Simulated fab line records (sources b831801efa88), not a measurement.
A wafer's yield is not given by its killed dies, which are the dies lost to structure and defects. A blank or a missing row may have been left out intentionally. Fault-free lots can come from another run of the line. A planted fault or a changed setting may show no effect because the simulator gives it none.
A struck lot beside a sound one || flow gf180mcu || 14 out of 602 route steps
Sound: wafers L181.2, L181.3, L181.4. Wafers L184.1, L184.4, L184.6 were the ones struck. The cause comes at the end.
Per side, at each step with rows, come the tool, then ch with its chambers, and then its first start. Under that, the readings that differ: sound wafers || struck wafers || difference of the means || sigmas: that difference in standard deviations of wafers without a fault.
alike: same words and numbers on both sides, and readings whose means sit less than 2 such deviations apart. not compared: any withheld reading, any reading some wafer has no value for, any bound like >300 that may hide the same value, and any number with overlapping values for which the record gives no deviation.
A row with sigmas, a row that says differs or no value, or rows on one side alone: a step with any of these is where the two part. Numbers that have no deviation but don't overlap get no sigmas and don't part them. Lack of a reading on every wafer of one side parts them only where that side has two or more wafers.

first, 4 steps without rows for these wafers: GF_MIM_SOFTBAKE_15 (time 60 s); GF_MIM_EXPOSE_16 (exposes mask FuseTop, target cd 2000 nm); GF_MIM_PEB_17; GF_MIM_DEVELOP_18 (develop time 60 s).
GF_MIM_METAL_ETCH_19: etches the open film in Cl2/BCl3, stops on Si3N4, target depth 324.5 nm, time 54.1 s.
  sound on rie-metal-01 ch 0,1, day 29 02:46; struck on rie-metal-03 ch 0,1, day 29 15:11
  alike: drypump-motor-current-A, oes-product-au, throttle-valve-pct
  not compared: rf-hours-counter-h
GF_MIM_STRIP_20: strips in O2/N2.
  sound on plasma-asher-04 ch 0,1, day 29 02:50; struck on plasma-asher-03 ch 0,1, day 29 15:16
  alike: drypump-motor-current-A, heater-power-w, n2-flow-sccm, oes-product-au, strip-time-to-endpoint-s
  not compared: rf-hours-counter-h
then, 6 steps without rows for these wafers: GF_MIM_STRIP_21 (strips in post etch residue remover, time 1200 s); GF_MIM_CLEAN_22 (cleans in DIW); GF_M5_DEHYDRATE_00 (time 60 s); GF_M5_HMDS_01 (prime time 60 s); GF_M5_COAT_02 (resist thk 1000 nm); GF_M5_SOFTBAKE_03 (time 60 s).
GF_M5_EXPOSE_04: exposes mask Metal5, target cd 280 nm.
  sound on krf-scanner-02 ch 0, day 29 13:01; struck on krf-scanner-02, day 30 01:56
  no value came back on the struck wafers for exposure-dose-mJ-cm2, focus-offset-nm (nm); on the sound wafers exposure-dose-mJ-cm2 reads 28.52 28.54 28.61
  alike: mask
then, 1 step without rows for these wafers: GF_M5_PEB_05 (peb time 90 s).

## WHERE THEY PART
At GF_M5_EXPOSE_04 and nowhere else, as far as this record goes.

WHY: whatever the simulator had introduced
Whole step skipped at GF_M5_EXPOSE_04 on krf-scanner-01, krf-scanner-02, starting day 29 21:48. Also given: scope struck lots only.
